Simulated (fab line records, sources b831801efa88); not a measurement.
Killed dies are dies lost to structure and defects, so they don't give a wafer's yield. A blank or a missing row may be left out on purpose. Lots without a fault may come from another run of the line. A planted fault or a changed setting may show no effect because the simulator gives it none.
Problem report in the 8D (eight disciplines) form, filled by code | flow gf180mcu | the parts of the form that need people (team, actions taken, sign-off) are left out

1. THE PROBLEM
V3_CVD_00_THK at GF_V3_THK_MEAS_01 reads a mean of 896 nm on 2 wafers of 2 lots; wafers without a fault read 600 nm with a standard deviation of 6.6. That is +45 standard deviations from the usual mean.
First seen on wafer L876.5, day 26 08:16, on film_metro-01. The record holds 36 wafers of 12 lots with a number at this step. Rule for "out", or "out of limits": more than 4 standard deviations from the usual mean. The other wafers with a number count as sound.

2. WHAT IT IS AND WHAT IT IS NOT
question                    | is                           | is not
which readings at this step | V3_CVD_00_THK                | -
which lots                  | L876, L877                   | L863, L864, L866, L867, L869, L874, L880, L882, L884, L885
which wafers of those lots  | L876.5, L877.5               | L876.2, L876.6, L877.3, L877.6
read on which gauges        | film_metro-01, film_metro-03 | film_metro-02
when                        | from day 26 08:16            | up to then (20 sound wafers); but 14 sound wafers of L877, L880, L882, L884, L885 came after

3. SUSPECTS, AND WHAT RULES EACH OUT
Counting: a tool at a process step up to the reading stays a suspect if it ran every lot that is out. Sound lots after the first of them don't rule it out here, since some wafers of a struck lot are sound.
- the gauge at GF_V3_THK_MEAS_01: ruled out. The wafers that are out were read on 2 gauges (film_metro-01, film_metro-03).
- hdpcvd-02 at GF_V3_CVD_00 (deposits SiO2, target thk 600 nm, time 100 s): kept. It ran every lot that is out, first L876 (day 26 08:10); its last sound lot up to then is L874 (day 25 19:23). Its own readings are out on those wafers: sih4_flow_sccm.
- Within hdpcvd-02 at GF_V3_CVD_00: the wafers that are out ran in chamber 0; their sound lot-mates ran in chambers 1, 2.
Left after counting: hdpcvd-02 at GF_V3_CVD_00.

4. THE CAUSE (what the simulator had put in)
Process parameter drift: hdpcvd-02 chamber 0, from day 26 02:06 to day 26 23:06, at GF_V3_CVD_00. Setting sih4_flow_sccm, moved by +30, from 60. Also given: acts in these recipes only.
Counting left only this tool.

5. THE CHAIN OF EFFECTS, in route order
Each row: a reading whose mean over the struck wafers that have a number lies more than 3 standard deviations from the usual. Only readings for which the record gives a usual standard deviation are gone through. hours: the time from each lot's start at the first step in this table that gives one to its start at this step, as a median over the lots. sigmas: the change in usual standard deviations.
hours | step              | reading        | usual      | on struck wafers | change | sigmas
0     | GF_V3_CVD_00      | sih4_flow_sccm | 60.01 sccm | 89.75            | +29.74 | +99 or more
0     | GF_V3_THK_MEAS_01 | V3_CVD_00_THK  | 600 nm     | 896              | +296   | +45
The process steps in it:
- GF_V3_CVD_00: deposits SiO2, target thk 600 nm, time 100 s.

6. WHAT WOULD HAVE CAUGHT IT SOONER
In this record the first reading out of limits at a measuring or inspecting step was taken at day 26 08:16, 6 hours after the fault began at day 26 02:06.
The tool's own readings at GF_V3_CVD_00 were out on every struck wafer that the step has a row for (sih4_flow_sccm): an alarm limit on them would have fired on the first of those.
Of the lots that are out (2), L877 began GF_V3_CVD_00 on hdpcvd-02 after day 26 08:16. A hold on the tool at that time would have spared it.
